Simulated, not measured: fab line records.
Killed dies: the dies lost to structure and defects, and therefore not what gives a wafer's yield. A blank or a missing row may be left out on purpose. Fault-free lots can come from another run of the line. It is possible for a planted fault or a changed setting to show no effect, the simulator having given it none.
fab line records -- flow sky130
record lots=6, wafers=18, lastDay=50
route steps=708 shown POLY_GATE@222 PAD_OPEN@708
lots untouched by any fault: they come from a run of this same line in which no faults occurred
startH: start of the lot's first displayed wafer, in hours after the record's first day -- waitH: hours elapsed since this lot's preceding step -- " same as the row above -- L1.1+2: several wafers, shown together as one row -- - no value present, or no start provided -- * or withheld: withheld -- < > ~ a bound
route shown NAME@n: names a module that has steps shown in the file, with the first one's number in the route -- usual: mean/standard deviation of fault-free wafers -- same: alike in all rows -- chamber/n: place in a boat -- sites: readings site by site -- _std_site: their standard deviation -- _edge_site: the outer-site mean with the inner-site mean subtracted -- radiusMm: for every site, how far away it sits from the centre of the wafer -- mask NAME#n: copy n -- behind: tool/chamber where the wafer was last shaped -- hold: the reason the lot was held/the length of the hold in hours/how it ended -- device: the transistor (n, p or np) that didn't switch -- end of line: the route-end tests of the same wafers -- a step given without rows: its recipe and nothing more -- killed: dies that structure and defects cost at the first sort, which is not the same as the wafer's yield -- map: the dies of a wafer, with x for killed, . for not killed, _ for no die there
set.NAME: the run value of the setting; set.NAME@STEP: its run value at that earlier step -- model.NAME: the simulator's own value behind a step, which no gauge read
lots at selected steps of the route; one table per step, one row per wafer
services: when a tool's chamber went out of use (startH, in hours from the record's first day, below 0 if earlier), for how many hours, and the reason
## steps
# step SKY_POLY_GATE_COAT_08
# recipe resist=KrF-thick, spinRpm=3000, resistThkNm=450
# step SKY_POLY_GATE_SOFTBAKE_09
# recipe tempC=99.04, timeS=90, resist=KrF-thick
# step SKY_POLY_GATE_EXPOSE_10
# recipe maskId=P1M, na=0.68, sourceShape=conventional, sigmaOuter=0.6, targetCdNm=150, doseMj=28
# step SKY_POLY_GATE_PEB_11
# recipe pebTempC=withheld, pebTimeS=withheld, resist=KrF-thick
# step SKY_POLY_GATE_DEVELOP_12
# recipe developTimeS=60, resist=KrF-thick, devTempC=21
# step SKY_POLY_GATE_CD_MEAS_13
# recipe targetCdNm=150
# usual cdNm=150.1/1.3
lot.wafer,tool,chamber,startH,waitH,cdNm
L532.2,cdSem-01,-,448.83,-,150.5
L532.4,cdSem-01,-,448.83,-,150.9
L532.6,cdSem-01,-,448.83,-,150.3
L535.2,cdSem-02,-,466.32,-,151.8
L535.4,cdSem-02,-,466.32,-,151.6
L535.5,cdSem-02,-,466.32,-,150.8
L538.3,cdSem-01,-,506.20,-,149.6
L538.4,cdSem-01,-,506.20,-,150.4
L538.5,cdSem-01,-,506.20,-,149.3
L539.1,cdSem-01,-,509.38,-,152.2
L539.3,cdSem-01,-,509.38,-,151.5
L539.6,cdSem-01,-,509.38,-,151.0
L544.1,cdSem-02,-,555.10,-,149.9
L544.4,cdSem-02,-,555.10,-,148.7
L544.6,cdSem-02,-,555.10,-,150.0
L545.1,cdSem-02,-,558.50,-,150.7
L545.3,cdSem-02,-,558.50,-,150.3
L545.5,cdSem-02,-,558.50,-,149.4
# step SKY_POLY_GATE_OVL_MEAS_14
# usual POLY_GATE_OVL=-3/4.3
lot.wafer,tool,chamber,startH,waitH,POLY_GATE_OVL[nm]
L532.2,overlay-01,-,448.94,0.1,-6
L532.4,overlay-01,-,448.94,0.1,-5
L532.6,overlay-01,-,448.94,0.1,-1
L535.2,overlay-01,-,466.42,0.1,3
L535.4,overlay-01,-,466.42,0.1,-5
L535.5,overlay-01,-,466.42,0.1,-7
L538.3,overlay-02,-,506.29,0.1,-4
L538.4,overlay-02,-,506.29,0.1,-3
L538.5,overlay-02,-,506.29,0.1,-2
L539.1,overlay-01,-,509.50,0.1,-2
L539.3,overlay-01,-,509.50,0.1,-4
L539.6,overlay-01,-,509.50,0.1,-6
L544.1,overlay-02,-,555.22,0.1,-3
L544.4,overlay-02,-,555.22,0.1,4
L544.6,overlay-02,-,555.22,0.1,1
L545.1,overlay-02,-,558.62,0.1,6
L545.3,overlay-02,-,558.62,0.1,10
L545.5,overlay-02,-,558.62,0.1,2
# step SKY_POLY_GATE_ETCH_15
# recipe chemistry=N2/H2, target=BARC, ionEnergyEv=200, sourceW=500, biasW=100, pressureMtorr=30, n2FlowSccm=100, h2FlowSccm=200, stopOn=SiO2, timeS=118.5, targetDepthA=1100
# usual drypumpMotorCurrentA=5.4/0.4, n2FlowSccm=100.0/0.32, oesProductAu=0.716/0.0039, rfFwdPowerW=497.7/1.5, throttleValvePct=13.213/0.0087
# same timeS=118.5
lot.wafer,tool,chamber,startH,waitH,drypumpMotorCurrentA,n2FlowSccm,oesProductAu,rfFwdPowerW,rfHoursCounterH,throttleValvePct
L532.2,rieDiel-02,3,448.97,0.0,5.4,100.4,0.722,497.7,7,13.204
L532.4,rieDiel-02,0,448.97,0.0,5.5,99.6,0.719,498.3,82,13.195
L532.6,rieDiel-02,1,448.97,0.0,5.5,100.3,0.717,498.9,-,13.216
L535.2,rieDiel-04,2,466.45,0.0,6.6,99.8,0.714,496.8,74,13.217
L535.4,rieDiel-04,2,466.45,0.0,6.5,99.8,0.718,498.4,-,13.205
L535.5,rieDiel-04,1,466.45,0.0,5.8,100.2,0.714,496.7,-,13.211
L538.3,rieDiel-02,0,506.32,0.0,5.5,100.4,0.718,500.0,83,13.221
L538.4,rieDiel-02,3,506.32,0.0,5.4,99.5,0.720,501.1,9,13.206
L538.5,rieDiel-02,0,506.32,0.0,5.5,99.8,0.716,497.7,-,13.208
L539.1,rieDiel-02,2,509.54,0.0,4.9,100.3,0.715,494.3,4,13.218
L539.3,rieDiel-02,0,509.54,0.0,5.5,99.7,0.719,498.4,83,13.218
L539.6,rieDiel-02,2,509.54,0.0,4.8,100.6,0.716,496.9,-,13.225
L544.1,rieDiel-02,3,555.25,0.0,5.4,100.0,0.721,497.7,10,13.207
L544.4,rieDiel-02,1,555.25,0.0,5.5,99.9,0.710,499.8,-,13.200
L544.6,rieDiel-02,3,555.25,0.0,5.4,100.1,0.717,497.9,-,13.202
L545.1,rieDiel-02,1,558.65,0.0,5.5,100.1,0.721,497.8,12,13.194
L545.3,rieDiel-02,3,558.65,0.0,5.4,100.1,0.716,498.9,10,13.202
L545.5,rieDiel-02,1,558.65,0.0,5.5,100.5,0.717,498.2,-,13.205
# step SKY_POLY_GATE_ETCH_16
# recipe stopOn=poly-Si, chemistry=CH3F/O2, target=Si3N4, sourceW=400, biasW=80, pressureMtorr=25, ch3fFlowSccm=40, O2_flow_sccm=30, timeS=147.5, targetDepthA=750
# usual drypumpMotorCurrentA=5.4/0.39, oesProductAu=0.639/0.0053, rfFwdPowerW=398.4/1.2, throttleValvePct=10.536/0.009
# same timeS=147.5
lot.wafer,tool,chamber,startH,waitH,drypumpMotorCurrentA,oesProductAu,rfFwdPowerW,rfHoursCounterH,throttleValvePct
L532.2,rieDiel-02,3,449.05,0.0,5.4,0.638,400.9,7,10.550
L532.4,rieDiel-02,0,449.05,0.0,5.5,0.640,398.7,82,10.531
L532.6,rieDiel-02,1,449.05,0.0,5.5,0.632,397.6,-,10.529
L535.2,rieDiel-04,2,466.54,0.0,6.5,0.633,398.2,74,10.536
L535.4,rieDiel-04,2,466.54,0.0,6.5,0.627,397.9,-,10.527
L535.5,rieDiel-04,1,466.54,0.0,5.8,0.633,396.6,-,10.532
L538.3,rieDiel-02,0,506.40,0.0,5.5,0.639,400.5,83,10.526
L538.4,rieDiel-02,3,506.40,0.0,5.4,0.636,398.2,9,10.542
L538.5,rieDiel-02,0,506.40,0.0,5.5,0.640,398.1,-,10.549
L539.1,rieDiel-02,2,509.62,0.0,4.8,0.640,397.1,4,10.538
L539.3,rieDiel-02,0,509.62,0.0,5.5,0.640,398.4,83,10.542
L539.6,rieDiel-02,2,509.62,0.0,4.8,0.640,397.9,-,10.532
L544.1,rieDiel-02,3,555.34,0.0,5.4,0.648,397.7,10,10.529
L544.4,rieDiel-02,1,555.34,0.0,5.5,0.648,399.8,-,10.554
L544.6,rieDiel-02,3,555.34,0.0,5.4,0.637,399.5,-,10.537
L545.1,rieDiel-02,1,558.74,0.0,5.5,0.636,397.8,12,10.528
L545.3,rieDiel-02,3,558.74,0.0,5.4,0.645,397.9,10,10.530
L545.5,rieDiel-02,1,558.74,0.0,5.5,0.643,400.7,-,10.525
# step SKY_POLY_GATE_ETCH_17
# recipe targetDepthNm=180, stopOn=SiO2, overEtchFrac=0.56667, chemistry=HBr/Cl2, target=poly-Si, icpW=400, biasW=100, pressureMtorr=10, HBr_flow_sccm=150, Cl2_flow_sccm=50, timeS=70.5
# usual drypumpMotorCurrentA=5.7/0.44, oesProductAu=0.985/0.0083, rfFwdPowerW=396.8/1.8, throttleValvePct=33.684/0.0091
# same timeS=70.5
lot.wafer,tool,chamber,startH,waitH,drypumpMotorCurrentA,oesProductAu,rfFwdPowerW,rfHoursCounterH,throttleValvePct
L532.2,rieSi-02,2,449.15,0.0,6.0,0.996,394.9,3,33.678
L532.4,rieSi-02,1,449.15,0.0,5.1,0.982,396.6,14,33.699
L532.6,rieSi-02,1,449.15,0.0,5.0,0.973,395.7,-,33.678
L535.2,rieSi-01,2,466.63,0.0,5.3,1.002,396.3,6,33.679
L535.4,rieSi-01,0,466.63,0.0,5.6,0.981,397.9,1,33.688
L535.5,rieSi-01,2,466.63,0.0,5.3,0.983,396.0,-,33.683
L538.3,rieSi-02,2,506.50,0.0,6.0,0.988,393.2,3,33.683
L538.4,rieSi-02,1,506.50,0.0,5.1,0.972,398.7,14,33.681
L538.5,rieSi-02,2,506.50,0.0,6.0,0.993,392.9,-,33.686
L539.1,rieSi-01,1,509.72,0.0,6.3,0.983,399.2,5,33.691
L539.3,rieSi-01,3,509.72,0.0,5.9,0.978,398.8,3,33.686
L539.6,rieSi-01,0,509.72,0.0,5.6,0.970,397.4,-,33.688
L544.1,rieSi-02,3,555.43,0.0,6.1,0.993,395.0,3,33.687
L544.4,rieSi-02,2,555.43,0.0,6.0,0.991,395.1,3,33.684
L544.6,rieSi-02,1,555.43,0.0,5.1,0.987,398.2,-,33.677
L545.1,rieSi-01,3,558.83,0.0,5.9,0.987,397.3,3,33.686
L545.3,rieSi-01,2,558.83,0.0,5.3,0.985,396.3,6,33.677
L545.5,rieSi-01,0,558.83,0.0,5.6,0.976,398.4,-,33.698
# step SKY_POLY_GATE_STRIP_18
# recipe chemistry=O2/N2, powerW=1400, pressureMtorr=1500, platenTempC=withheld, o2FlowSccm=3000, n2FlowSccm=300, overashFraction=0.5
# usual drypumpMotorCurrentA=5.9/0.49, n2FlowSccm=300.1/0.88, oesProductAu=0.362/0.0043, stripTimeToEndpointS=3.19/0.033
lot.wafer,tool,chamber,startH,waitH,drypumpMotorCurrentA,n2FlowSccm,oesProductAu,rfHoursCounterH,stripTimeToEndpointS
L532.2,plasmaAsher-02,0,449.20,0.0,6.0,299.9,0.361,72,3.18
L532.4,plasmaAsher-02,0,449.20,0.0,6.0,299.9,0.359,-,3.21
L532.6,plasmaAsher-02,0,449.20,0.0,6.0,300.7,0.358,-,3.17
L535.2,plasmaAsher-01,1,466.69,0.0,6.1,299.2,0.368,4,3.22
L535.4,plasmaAsher-01,1,466.69,0.0,6.1,300.3,0.357,-,3.19
L535.5,plasmaAsher-01,0,466.69,0.0,5.4,299.8,0.360,-,3.14
L538.3,plasmaAsher-04,0,506.59,0.1,5.1,299.1,0.359,-,3.21
L538.4,plasmaAsher-04,1,506.59,0.1,6.3,300.4,0.365,-,3.21
L538.5,plasmaAsher-04,0,506.59,0.1,5.1,299.9,0.359,-,3.20
L539.1,plasmaAsher-02,1,509.77,0.0,6.5,300.4,0.363,78,3.22
L539.3,plasmaAsher-02,0,509.77,0.0,6.1,300.2,0.367,-,3.23
L539.6,plasmaAsher-02,1,509.77,0.0,6.5,301.1,0.362,-,3.23
L544.1,plasmaAsher-01,1,555.49,0.0,6.1,301.2,0.365,13,3.14
L544.4,plasmaAsher-01,0,555.49,0.0,5.4,299.8,0.353,-,3.13
L544.6,plasmaAsher-01,1,555.49,0.0,6.1,301.5,0.359,-,3.17
L545.1,plasmaAsher-01,0,558.89,0.0,5.4,298.5,0.359,13,3.18
L545.3,plasmaAsher-01,0,558.89,0.0,5.4,299.1,0.364,-,3.21
L545.5,plasmaAsher-01,0,558.89,0.0,5.4,300.0,0.367,-,3.22
# step SKY_POLY_GATE_CLEAN_19
# recipe chemistry=SC1/SC2, mix=1:4:20, tempC=70, timeS=150, dry=n2Spin
# step SKY_POLY_GATE_OXIDATION_20
# recipe tempC=850, ambient=O2, stabiliseS=600, purgeS=300, targetThkA=40, oxTimeS=899
# usual spikeTcTopC=864.0/1.5, zonePowerLowerPct=16.6/0.99
# same purgeS=300
lot.wafer,tool,chamber,startH,waitH,spikeTcTopC,zonePowerLowerPct
L532.2,furnace-01,0,449.35,0.0,863.6,17.3
L532.4,furnace-01,0,449.35,0.0,866.3,17.6
L532.6,furnace-01,0,449.35,0.0,864.9,17.4
L535.2,furnace-01,0,466.84,0.0,864.7,17.4
L535.4,furnace-01,0,466.84,0.0,865.2,17.6
L535.5,furnace-01,0,466.84,0.0,865.1,17.5
L538.3,furnace-02,0,507.40,0.6,863.5,15.5
L538.4,furnace-02,0,507.40,0.6,862.4,15.6
L538.5,furnace-02,0,507.40,0.6,862.4,15.4
L538.3,furnace-02,0,510.06,1.4,862.3,15.2
L538.4,furnace-02,0,510.06,1.4,862.8,15.6
L538.5,furnace-02,0,510.06,1.4,862.8,15.4
L539.1,furnace-02,0,510.06,0.1,862.3,15.6
L539.3,furnace-02,0,510.06,0.1,861.0,15.6
L539.6,furnace-02,0,510.06,0.1,861.7,15.6
L539.1,furnace-02,0,511.47,0.2,862.7,15.6
L539.3,furnace-02,0,511.47,0.2,862.9,15.6
L539.6,furnace-02,0,511.47,0.2,863.7,15.3
L544.1,furnace-02,0,555.64,0.0,862.5,15.5
L544.4,furnace-02,0,555.64,0.0,863.5,15.7
L544.6,furnace-02,0,555.64,0.0,862.6,15.7
L545.1,furnace-02,0,559.04,0.0,865.9,15.7
L545.3,furnace-02,0,559.04,0.0,861.8,15.6
L545.5,furnace-02,0,559.04,0.0,863.2,15.4
# step SKY_POLY_GATE_THK_MEAS_21
# recipe reads=SiO2_of_POLY_GATE_OXIDATION_20
# usual POLY_GATE_OXIDATION_THK=4.01/0.085
lot.wafer,tool,chamber,startH,waitH,POLY_GATE_OXIDATION_THK[nm]
L532.2,filmMetro-03,-,450.61,0.0,3.94
L532.4,filmMetro-03,-,450.61,0.0,3.94
L532.6,filmMetro-03,-,450.61,0.0,3.96
L535.2,filmMetro-01,-,468.10,0.0,4.02
L535.4,filmMetro-01,-,468.10,0.0,3.98
L535.5,filmMetro-01,-,468.10,0.0,3.94
L538.3,filmMetro-02,-,511.33,0.0,6.49
L538.4,filmMetro-02,-,511.33,0.0,6.62
L538.5,filmMetro-02,-,511.33,0.0,6.57
L538.3,filmMetro-02,-,511.55,0.2,6.39
L538.4,filmMetro-02,-,511.55,0.2,6.60
L538.5,filmMetro-02,-,511.55,0.2,6.58
L539.1,filmMetro-03,-,512.73,0.0,6.41
L539.3,filmMetro-03,-,512.73,0.0,6.37
L539.6,filmMetro-03,-,512.73,0.0,6.52
L539.1,filmMetro-03,-,512.95,0.2,6.40
L539.3,filmMetro-03,-,512.95,0.2,6.46
L539.6,filmMetro-03,-,512.95,0.2,6.56
L544.1,filmMetro-03,-,556.89,0.0,3.97
L544.4,filmMetro-03,-,556.89,0.0,4.03
L544.6,filmMetro-03,-,556.89,0.0,4.02
L545.1,filmMetro-02,-,560.29,0.0,3.94
L545.3,filmMetro-02,-,560.29,0.0,4.00
L545.5,filmMetro-02,-,560.29,0.0,4.06
# step SKY_POLY_GATE_CD_MEAS_22
# usual cdNm=151.3/2.3
lot.wafer,tool,chamber,startH,waitH,cdNm
L532.2,cdSem-02,-,450.69,0.1,148.6
L532.4,cdSem-02,-,450.69,0.1,152.2
L532.6,cdSem-02,-,450.69,0.1,150.4
L535.2,cdSem-01,-,468.18,0.1,153.0
L535.4,cdSem-01,-,468.18,0.1,151.0
L535.5,cdSem-01,-,468.18,0.1,151.2
L539.1,cdSem-01,-,518.99,6.0,152.8
L539.3,cdSem-01,-,518.99,6.0,155.5
L539.6,cdSem-01,-,518.99,6.0,152.0
L538.3,cdSem-02,-,525.46,13.9,152.6
L538.4,cdSem-02,-,525.46,13.9,152.8
L538.5,cdSem-02,-,525.46,13.9,152.0
L544.1,cdSem-01,-,556.95,0.1,151.0
L544.4,cdSem-01,-,556.95,0.1,152.4
L544.6,cdSem-01,-,556.95,0.1,152.5
L545.1,cdSem-01,-,560.35,0.1,152.7
L545.3,cdSem-01,-,560.35,0.1,150.6
L545.5,cdSem-01,-,560.35,0.1,149.1
# step SKY_PAD_OPEN_PROBE_99
# usual killed_at_M0_to_M3=44/6.3, killed_at_M4_up=3.1/1.8, killedAtContacts=25/5.1, killedAtFrontEnd=15/4.1, killedAtOther=0.3/0.71, killedDies=87/8.8, killedOnRim=17/3.7, killedOpen=47/6.8, killedShort=40/6.7
# same grossDies=492, killedAtBackSide=0
lot.wafer,tool,chamber,startH,waitH,killed_at_M0_to_M3,killed_at_M4_up,killedAtContacts,killedAtFrontEnd,killedAtOther,killedDies,killedOnRim,killedOpen,killedShort,model.etest.tipSonos.rsOhmSq,model.etest.tipP.rsOhmSq,model.etest.pfet_01v8.rOnOhmUm,model.etest.resPdiff.lineOhmUm,model.etest.tipN.rsOhmSq,model.etest.nfet_01v8.rOnOhmUm,model.etest.resNdiff.lineOhmUm,model.etest.sonosUncharged.rOnOhmUm
L532.2,prober-01,-,1128.92,0.1,30,1,30,20,1,82,15,39,43,2729,6868,2833,1438,438,811.9,792.3,827.9
L532.4,prober-01,-,1129.02,0.2,35,3,30,15,0,83,16,47,36,2775,6855,2926,1373,442.3,846.8,767.7,826.1
L532.6,prober-01,-,1129.12,0.2,43,3,21,15,0,82,16,45,37,2787,6830,2900,1422,440.8,848.6,788.1,828.8
L535.2,prober-02,-,1139.81,0.1,56,2,30,23,0,111,25,59,52,2664,6854,2860,1370,441.1,845.3,760.1,814.5
L535.4,prober-02,-,1139.91,0.2,48,2,23,20,3,96,25,58,35,2647,6822,2848,1366,440.9,825.6,754.6,801.9
L535.5,prober-02,-,1139.96,0.2,43,2,24,9,1,79,21,41,37,2649,6882,2850,1319,439.2,813.8,740.6,811
L538.3,prober-01,-,1163.08,0.2,46,2,25,19,0,92,23,48,44,3142,7084,3005,1487,491.2,887,802.8,843
L538.4,prober-01,-,1163.13,0.2,42,5,25,20,0,92,15,54,38,3268,7129,3020,1478,493.2,883.3,814,850.8
L538.5,prober-01,-,1163.18,0.2,44,1,31,23,1,100,20,52,48,3206,7138,3003,1442,489.7,877.5,794.6,855.9
L539.1,prober-02,-,1166.48,0.1,55,3,19,13,0,90,16,43,47,3112,7146,2967,1396,487.2,855,771.6,828.6
L539.3,prober-02,-,1166.58,0.2,38,3,22,7,0,70,9,32,38,3168,7188,3082,1397,488.6,873,772.6,835.1
L539.6,prober-02,-,1166.73,0.2,35,2,24,20,10,91,16,51,30,3151,7187,2908,1407,491.8,842.8,772.6,838.6
L544.1,prober-01,-,1191.67,0.1,37,1,25,10,0,73,17,31,42,2619,6914,2812,1344,443.7,811.2,761,805.7
L544.4,prober-01,-,1191.82,0.2,52,3,23,16,1,95,13,40,55,2659,6926,2833,1322,448,797.4,758.4,806.2
L544.6,prober-01,-,1191.92,0.2,38,5,26,10,0,79,14,36,43,2677,6990,2811,1322,445.3,812.8,739.4,793
L545.1,prober-02,-,1194.44,0.1,41,2,26,14,1,84,9,47,37,2725,7063,2936,1345,437,837.7,769.9,837.8
L545.3,prober-02,-,1194.54,0.2,41,2,29,14,0,86,18,52,34,2768,7002,2908,1332,436.8,831.8,770.2,818.7
L545.5,prober-02,-,1194.64,0.2,47,6,20,15,1,89,17,48,38,2760,7025,2881,1352,436.2,823.9,789.7,817.5
# killed by level:class
L532.2 VIA1:geometricParticle:open=10 CONTACT:geometricParticle:open=8 FIELD_ISO:geometricParticle:short=6 CONTACT:geometricParticle:short=6 LI_CONTACT:geometricParticle:open=5 LI_CONTACT:geometricParticle:short=5 LOCAL_INTERCONNECT:geometricParticle:short=5 SPACER:geometricParticle:short=4
L532.4 CONTACT:geometricParticle:open=10 VIA3:geometricParticle:open=7 LI_CONTACT:geometricParticle:open=7 VIA1:geometricParticle:open=7 METAL2:geometricParticle:short=7 FIELD_ISO:geometricParticle:short=5 FIELD_ISO:geometricParticle:open=5 CONTACT:geometricParticle:short=5
L532.6 VIA1:geometricParticle:open=10 VIA2:geometricParticle:open=8 LI_CONTACT:geometricParticle:open=6 VIA3:geometricParticle:open=6 FIELD_ISO:geometricParticle:short=5 POLY_GATE:geometricParticle:open=5 LOCAL_INTERCONNECT:geometricParticle:short=4 CONTACT:geometricParticle:open=4
L535.2 VIA1:geometricParticle:open=14 FIELD_ISO:geometricParticle:short=8 CONTACT:geometricParticle:short=8 CONTACT:geometricParticle:open=8 VIA2:geometricParticle:open=8 VIA1:geometricParticle:short=8 LI_CONTACT:geometricParticle:open=7 VIA3:geometricParticle:open=7
L535.4 VIA1:geometricParticle:open=14 LOCAL_INTERCONNECT:geometricParticle:short=9 CONTACT:geometricParticle:open=9 VIA3:geometricParticle:open=9 VIA2:geometricParticle:open=6 FIELD_ISO:geometricParticle:open=5 POLY_GATE:geometricParticle:short=5 LI_CONTACT:geometricParticle:open=4
L535.5 METAL2:geometricParticle:short=9 VIA1:geometricParticle:open=7 METAL1:geometricParticle:short=6 LI_CONTACT:geometricParticle:open=6 CONTACT:geometricParticle:open=6 CONTACT:geometricParticle:short=5 VIA3:geometricParticle:open=5 POLY_GATE:geometricParticle:open=3
L538.3 METAL1:geometricParticle:short=10 VIA1:geometricParticle:open=9 LI_CONTACT:geometricParticle:open=8 CONTACT:geometricParticle:open=7 VIA3:geometricParticle:open=6 VIA2:geometricParticle:open=6 POLY_GATE:geometricParticle:short=5 POLY_GATE:geometricParticle:open=5
L538.4 CONTACT:geometricParticle:open=10 VIA3:geometricParticle:open=8 LI_CONTACT:geometricParticle:open=7 VIA2:geometricParticle:open=7 METAL1:geometricParticle:short=6 VIA1:geometricParticle:open=6 FIELD_ISO:geometricParticle:short=5 POLY_GATE:geometricParticle:open=5
L538.5 LI_CONTACT:geometricParticle:open=14 VIA1:geometricParticle:open=12 FIELD_ISO:geometricParticle:short=7 CONTACT:geometricParticle:short=7 FIELD_ISO:geometricParticle:open=6 POLY_GATE:geometricParticle:short=6 LOCAL_INTERCONNECT:geometricParticle:short=5 VIA1:geometricParticle:short=5
L539.1 VIA1:geometricParticle:open=12 METAL2:geometricParticle:short=10 CONTACT:geometricParticle:short=9 VIA3:geometricParticle:open=6 VIA2:geometricParticle:open=6 VIA1:geometricParticle:short=5 FIELD_ISO:geometricParticle:open=4 FIELD_ISO:geometricParticle:short=4
L539.3 METAL2:geometricParticle:short=9 VIA1:geometricParticle:open=8 VIA3:geometricParticle:open=6 CONTACT:geometricParticle:short=6 LI_CONTACT:geometricParticle:open=5 CONTACT:geometricParticle:open=5 METAL1:geometricParticle:short=5 LOCAL_INTERCONNECT:geometricParticle:short=4
L539.6 CONTACT:geometricParticle:open=10 PAD_OPEN:areaEtch=10 VIA1:geometricParticle:open=8 POLY_GATE:geometricParticle:open=7 LI_CONTACT:geometricParticle:open=7 METAL2:geometricParticle:short=6 LOCAL_INTERCONNECT:geometricParticle:short=5 FIELD_ISO:geometricParticle:open=4
L544.1 LI_CONTACT:geometricParticle:open=7 VIA1:geometricParticle:open=6 CONTACT:geometricParticle:open=6 METAL2:geometricParticle:short=6 METAL1:geometricParticle:short=5 LOCAL_INTERCONNECT:geometricParticle:short=4 CONTACT:geometricParticle:short=4 VIA1:geometricParticle:short=4
L544.4 FIELD_ISO:geometricParticle:short=9 VIA2:geometricParticle:open=9 LOCAL_INTERCONNECT:geometricParticle:short=8 VIA1:geometricParticle:open=8 METAL2:geometricParticle:short=7 LI_CONTACT:geometricParticle:open=6 METAL1:geometricParticle:short=6 VIA2:geometricParticle:short=6
L544.6 METAL1:geometricParticle:short=9 LI_CONTACT:geometricParticle:open=7 CONTACT:geometricParticle:short=6 CONTACT:geometricParticle:open=6 VIA3:geometricParticle:open=6 VIA1:geometricParticle:open=5 VIA1:geometricParticle:short=4 LI_CONTACT:geometricParticle:short=4
L545.1 VIA1:geometricParticle:open=16 CONTACT:geometricParticle:open=15 VIA1:geometricParticle:short=6 FIELD_ISO:geometricParticle:short=5 POLY_GATE:geometricParticle:short=5 LOCAL_INTERCONNECT:geometricParticle:short=5 METAL2:geometricParticle:short=5 VIA3:geometricParticle:open=4
L545.3 LI_CONTACT:geometricParticle:open=11 CONTACT:geometricParticle:open=10 VIA1:geometricParticle:open=10 METAL1:geometricParticle:short=8 VIA2:geometricParticle:open=8 FIELD_ISO:geometricParticle:short=5 VIA1:geometricParticle:short=5 POLY_GATE:geometricParticle:open=4
L545.5 VIA1:geometricParticle:open=14 LI_CONTACT:geometricParticle:open=8 CONTACT:geometricParticle:open=7 METAL1:geometricParticle:short=7 VIA2:geometricParticle:open=5 VIA2:geometricParticle:short=5 VIA3:geometricParticle:open=5 FIELD_ISO:geometricParticle:open=4
## services
tool,chamber,startH,hours,kind
plasmaAsher-01,0,430.25,-,clean
plasmaAsher-01,1,430.25,-,clean
furnace-01,-,434.29,4.1,pm
rieDiel-04,2,452.65,11.3,repair
rieDiel-04,0,461.52,44.4,repair
furnace-02,-,468.54,3.8,pm
rieDiel-02,-,477.44,0.2,repair
rieDiel-02,2,482.12,15.3,repair
rieSi-01,3,501.52,3.5,repair
plasmaAsher-04,-,502.36,1.1,repair
rieDiel-02,-,512.40,2.8,pm
rieSi-02,-,523.73,0.3,repair
plasmaAsher-02,-,536.80,28.1,pm
rieDiel-02,0,547.17,-,clean
rieDiel-02,0,547.17,12.9,scheduledDown
rieDiel-02,0,547.17,12.9,ventCycle
## key
firstSign step=SKY_POLY_GATE_OXIDATION_20, reading=visit, direction=added
effect step=SKY_POLY_GATE_THK_MEAS_21, reading=visit, direction=added
effect step=SKY_POLY_GATE_THK_MEAS_21, reading=POLY_GATE_OXIDATION_THK, direction=up, sigmas=29, usual=4.01, struck=6.49
modelEffect step=SKY_PAD_OPEN_PROBE_99, value=etest.tipSonos.rsOhmSq, without=2679, struck=3174
metAt SKY_POLY_GATE_OXIDATION_20
struckWafers L538.3,L538.4,L538.5,L539.1,L539.3,L539.6
testerLeftOut L538,L539
baselineLoss step=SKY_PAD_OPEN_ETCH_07, wafers=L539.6
fault kind=repeatedStepWhole, tool=furnace-01,furnace-02, chamber=-, onsetH=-, steps=SKY_POLY_GATE_OXIDATION_20, times=1, scope=struckLotsOnly
# testerLeftOut: of these lots the tester's yield and bins aren't shown, on N5 and GAA mostly nor the transistor test; their killed dies are dies lost to structure and defects alone, not to doping, threshold or leakage, so they don't give the yield
# baselineLoss: these wafers lose ten dies or more at that step, a loss of the line's own and not of a fault; the sort's usual values leave them out
